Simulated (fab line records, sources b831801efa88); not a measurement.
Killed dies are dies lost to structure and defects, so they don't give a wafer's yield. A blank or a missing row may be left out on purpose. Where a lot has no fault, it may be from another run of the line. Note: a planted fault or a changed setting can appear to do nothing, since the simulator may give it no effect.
Code-filled problem report in 8D (eight disciplines) form    flow sky130    the parts of the form that need people (team, actions taken, sign-off) are left out

1. PROBLEM STATEMENT
At SKY_VIA1_ETCH_14, rf_fwd_power_W averages 414.5 W over 6 wafers from 2 lots, while fault-free wafers read 494.8 W, standard deviation 2.2. Measured from the usual mean, that is -37 standard deviations.
The step: etches BARC in N2/H2, stops on SiO2, time 45.9 s, target depth 60 nm.
First seen on wafer L184.3, day 38 23:17, on rie_diel-03. The record has a number at this step for 36 wafers belonging to 12 lots. The rule behind "out" and "out of limits": a value lying over 4 standard deviations away from the usual mean. All remaining wafers that have a number are taken as sound.

2. WHAT IT IS; WHAT IT IS NOT
question                     is                      is not
which readings at this step  rf_fwd_power_W          bias_w, drypump_motor_current_A, h2_flow_sccm, oes_product_au
which lots                   L184, L187              L168, L169, L171, L172, L175, L176, L177, L189, L190, L191
which wafers of those lots   all that have a number  -
read on which tools          rie_diel-03             rie_diel-01, rie_diel-04
when                         from day 38 23:17       up to then (21 sound wafers); but 9 sound wafers of L189, L190, L191 came after

3. THE SUSPECTS, EACH WITH WHAT RULES IT OUT
Counting: a tool stays on the suspect list if, at a process step up to the reading, it processed all lots that are out and no sound lot following the first of them.
- rie_diel-03 at SKY_VIA1_ETCH_14 (etches BARC in N2/H2, stops on SiO2, time 45.9 s, target depth 60 nm): kept. It ran every lot that is out, first L184 (day 38 23:17), and no sound lot after that; its last sound lot up to then is L176 (day 36 19:11). On those wafers its own readings are out: rf_fwd_power_W.
After counting, what remains is rie_diel-03 at SKY_VIA1_ETCH_14.

4. THE CAUSE (what the simulator had put in)
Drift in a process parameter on rie_diel-03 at SKY_VIA1_ETCH_14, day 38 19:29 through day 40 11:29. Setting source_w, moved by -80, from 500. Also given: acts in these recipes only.
This tool alone remained once counting was done.

5. THE CHAIN OF EFFECTS, in route order
Rows list readings where the struck wafers' mean (over those with a number) sits beyond 3 standard deviations from the usual. Readings are gone through only where the record gives a usual standard deviation; hours: the median, over the lots, of the time from a lot's start at the first step in this table giving one to that lot's start at this step; sigmas: the change measured in usual standard deviations.
hours  step              reading         usual    on struck wafers  change  sigmas
0      SKY_VIA1_ETCH_14  rf_fwd_power_W  494.8 W  414.5             -80.3   -37
Process steps it contains:
- SKY_VIA1_ETCH_14: etches BARC in N2/H2, stops on SiO2, time 45.9 s, target depth 60 nm.

6. WHAT WOULD HAVE CAUGHT IT SOONER
In this record no reading fell out of limits until day 38 23:17, 4 hours after the fault had begun at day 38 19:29.
